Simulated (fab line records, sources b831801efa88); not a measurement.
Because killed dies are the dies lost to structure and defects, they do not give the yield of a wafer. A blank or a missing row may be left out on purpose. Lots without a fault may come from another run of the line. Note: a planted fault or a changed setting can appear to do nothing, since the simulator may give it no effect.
The same fault as seen by 2 desks	flow gf180mcu	numbers are kept per desk, each desk with only its own; the story behind them comes last

== THE METROLOGY DESK ==
What the gauges read, lot by lot, whatever tool the lot ran on: means of the sampled wafers that have a number. A lot is out of limits, marked OUT, if its mean lies more than 4 standard deviations from the usual mean; the brackets give that distance.
Columns: A = V5_CVD_02_THK at GF_V5_THK_MEAS_03, usual 1451 nm; B = PASSIVATION_CVD_02_THK at GF_PASSIVATION_THK_MEAS_03, usual 697 nm; C = PASSIVATION_BOW at GF_PASSIVATION_BOW_MEAS_14, usual 136 um
lot	first seen here	A	B	C
L623	day 25 14:23	1427	695	148
L624	day 25 17:04	1466	693	135
L625	day 26 12:08	1462	705	129
L626	day 26 12:59	1464	691	153
L627	day 26 19:19	1450	693	142
L629	day 29 09:20	1458	702	127
L636	day 30 06:34	1440	694	132
L638	day 31 00:55	1437	688	143
L641	day 32 01:01	1453	695	146
L643	day 32 10:49	1435	695	128
L644	day 32 17:49	1452	700	137
L646	day 33 03:46	1434	708	134
L645	day 33 03:53	1444	693	137
This desk's finding: nothing out of limits on any of the 13 lots.

== DESK OF THE TOOL OWNER: pvd_sputter-04 ==
The tool's own readings at GF_MIM_SPUTTER_08 (material AlCu, target thk 200 nm, time 10.6 s): means of the sampled wafers that have a number, for each lot that ran on this tool. A lot is out of limits, marked OUT, if its mean lies more than 4 standard deviations from the usual mean; the brackets give that distance.
Columns: A = throttle_valve_pct at GF_MIM_SPUTTER_08, usual 29.9 %
lot	first seen here	A
L626	day 24 18:36	30.7
L627	day 25 00:30	30.2
L629	day 27 18:13	30.2
L636	day 28 16:33	30.1
L646	day 31 16:31	30.8
This desk's finding: nothing out of limits on any of the 5 lots.

== ALL TOGETHER ==
Metrology desk: nothing out of limits seen.
The desk of the tool owner found nothing out of limits.

== WHAT THE SIMULATOR HAD INSERTED ==
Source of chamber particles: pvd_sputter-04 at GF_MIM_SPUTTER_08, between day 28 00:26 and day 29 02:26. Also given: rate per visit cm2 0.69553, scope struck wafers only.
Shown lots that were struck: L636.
